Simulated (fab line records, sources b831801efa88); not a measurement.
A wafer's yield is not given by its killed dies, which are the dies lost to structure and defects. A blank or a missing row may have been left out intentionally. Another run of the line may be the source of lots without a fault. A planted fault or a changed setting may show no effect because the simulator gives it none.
The tool behind it: which one? ; flow sky130 ; 6 lots with 18 wafers sampled at 2 steps, on a route of 708 steps

== WHAT THE GAUGES READ, wafer by wafer ==
SKY_PASSIVATION_THK_MEAS_03.
lot;measured;on;PASSIVATION_CVD_02_THK (nm)
L108;day 44 14:41;film_metro-04;541 537 545
L110;day 45 07:25;film_metro-04;527 535 532
L111;day 45 16:58;film_metro-03;545 559 557
L114;day 46 14:23;film_metro-03;535 538 545
L121;day 48 08:22;film_metro-02;546 452 452
L127;day 49 08:16;film_metro-02;535 543 541

== WHAT TOOL EACH LOT RAN ON (gives the tool, then ch and the chambers of the sampled wafers, and finally the start) ==
lot;SKY_PASSIVATION_CVD_02
L108;pecvd-03 ch 1,2, day 44 14:26
L110;pecvd-04 ch 0,1,2, day 45 07:11
L111;pecvd-02 ch 1,2, day 45 16:38
L114;pecvd-04 ch 1,2, day 46 14:10
L121;pecvd-02 ch 0,1, day 48 08:08
L127;pecvd-03 ch 0,1,2, day 49 08:02
- SKY_PASSIVATION_CVD_02: deposits Si3N4, target thk 540 nm.

== THE ANSWER, worked out from the rows above alone ==
Rule: what is usual is taken from the lots themselves. The widest of any qualifying gaps counts: lots, ordered by their means at a reading, are off when they make up no more than a third of the lots, leave a main group of 4 or more, and stand apart from it by 3 or more times the standard deviation of that group's means. The tables above print the reading to a certain number of digits; a main group whose means all agree to those digits is not used. Also off: a lot with no number at a reading for which 4 or more lots have one. The other lots that the step has rows for count as sound.
Off: L121, seen at SKY_PASSIVATION_THK_MEAS_03 (PASSIVATION_CVD_02_THK). The main group has a mean of 541 nm with a standard deviation of 7.2.
A tool fits if, at a process step before that reading, it ran every lot that is off, and no sound lot after the first of them. Those tools and the gauges at SKY_PASSIVATION_THK_MEAS_03 are tried in the same way. One candidate fits, namely pecvd-02 at SKY_PASSIVATION_CVD_02. A fault onset in the window from L111 (day 45 16:38, its last sound lot) to L121 (day 48 08:08, its first lot off) fits.

== WHAT THE SIMULATOR HAD INSERTED ==
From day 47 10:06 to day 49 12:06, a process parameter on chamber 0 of pecvd-02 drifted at SKY_PASSIVATION_CVD_02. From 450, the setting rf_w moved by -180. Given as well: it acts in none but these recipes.
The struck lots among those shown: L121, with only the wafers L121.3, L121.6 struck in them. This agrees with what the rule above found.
